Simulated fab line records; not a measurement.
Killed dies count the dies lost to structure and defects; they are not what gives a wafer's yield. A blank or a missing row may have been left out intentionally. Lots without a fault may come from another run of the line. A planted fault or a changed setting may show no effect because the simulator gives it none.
Matching of chambers -- flow sky130 -- rie-diel-03 running SKY_SPACER_ETCHBACK_02: 4 sister chambers
The step etches Si3N4 in CH3F/O2, stops on SiO2, time 46.7 s, target depth 45 nm. 4 wafers are shown with their chamber, then 8 later ones without.

WAFERS WITH THEIR CHAMBER
wafer,chamber,drypump-motor-current-A (A)
L706.3,2,5.7
L709.5,3,5.3
L713.4,0,5.7
L714.1,1,6.2

WAFERS WITHOUT THEIR CHAMBER
wafer,drypump-motor-current-A (A)
L714.3,5.2
L714.4,6.2
L715.3,5.2
L715.5,6.1
L715.6,5.2
L716.1,6.1
L716.4,5.2
L716.6,5.7

WHICH CHAMBER EACH WENT THROUGH
wafer,from the rows above,in truth
L714.3,3,3
L714.4,1,1
L715.3,3,3
L715.5,1,1
L715.6,3,3
L716.1,1,1
L716.4,3,3
L716.6,can't be placed: 0 or 2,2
Correct placement for 7 of the 8. These rows do not allow placing 1 (true chamber among the candidates in 1). Number placed wrongly: 0.
How it was worked out, from the rows above alone: a wafer's distance from a chamber is the root of the sum, over the readings, of the square of ((its reading less the chamber's mean) divided by the reading's scatter). The wafer belongs to the nearest chamber; if the next one is less than 2 further off, it can't be placed. Each chamber's mean is taken over the wafers shown for it. The scatter: root of mean squared gap, hidden wafer to nearest shown wafer, with one shown wafer a chamber.
